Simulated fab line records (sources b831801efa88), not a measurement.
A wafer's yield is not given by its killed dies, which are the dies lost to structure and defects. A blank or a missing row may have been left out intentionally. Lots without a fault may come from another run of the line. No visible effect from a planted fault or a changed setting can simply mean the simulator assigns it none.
Matching of chambers / flow sky130 / SKY_VIA2_ETCH_15 on rie diel-04: 4 sister chambers
The step etches SiO2 in C4F8/O2/Ar, stops on TiN, target depth 546 nm, time 84 s. 4 wafers are shown with their chamber, then 7 later ones without.

WAFERS PAIRED WITH THEIR CHAMBERS
wafer=L090.3; chamber=0; oes product au (a.u.)=0.934
wafer=L092.6; chamber=2; oes product au (a.u.)=0.943
wafer=L093.1; chamber=3; oes product au (a.u.)=0.937
wafer=L093.2; chamber=1; oes product au (a.u.)=0.948

WAFERS WITHOUT THEIR CHAMBER
wafer=L093.6; oes product au (a.u.)=0.941
wafer=L095.3; oes product au (a.u.)=0.937
wafer=L095.5; oes product au (a.u.)=0.939
wafer=L095.6; oes product au (a.u.)=0.937
wafer=L096.1; oes product au (a.u.)=0.944
wafer=L096.3; oes product au (a.u.)=0.942
wafer=L096.4; oes product au (a.u.)=0.937

CHAMBER TAKEN BY EACH
wafer=L093.6; from the rows above=can't be placed: 2 or 3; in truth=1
wafer=L095.3; from the rows above=3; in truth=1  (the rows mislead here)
wafer=L095.5; from the rows above=can't be placed: 3 or 2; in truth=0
wafer=L095.6; from the rows above=3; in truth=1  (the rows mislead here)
wafer=L096.1; from the rows above=2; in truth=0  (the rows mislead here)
wafer=L096.3; from the rows above=2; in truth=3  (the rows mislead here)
wafer=L096.4; from the rows above=3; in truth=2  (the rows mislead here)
Placed correctly: 0 of 7. These rows do not allow placing 2 (true chamber among the candidates in 0). Placed wrongly: 5.
How it was worked out, from the rows above alone: a wafer's distance from a chamber is the root of the sum, over the readings, of the square of ((its reading less the chamber's mean) divided by the reading's scatter). If the next closest chamber is less than 2 further off than the closest, the wafer can't be placed; otherwise it belongs to the closest. For every chamber, the mean is computed from those of its wafers that are shown. The scatter (one wafer shown for each chamber): square how far every hidden wafer sits from the nearest shown wafer, average those squares and take the square root.
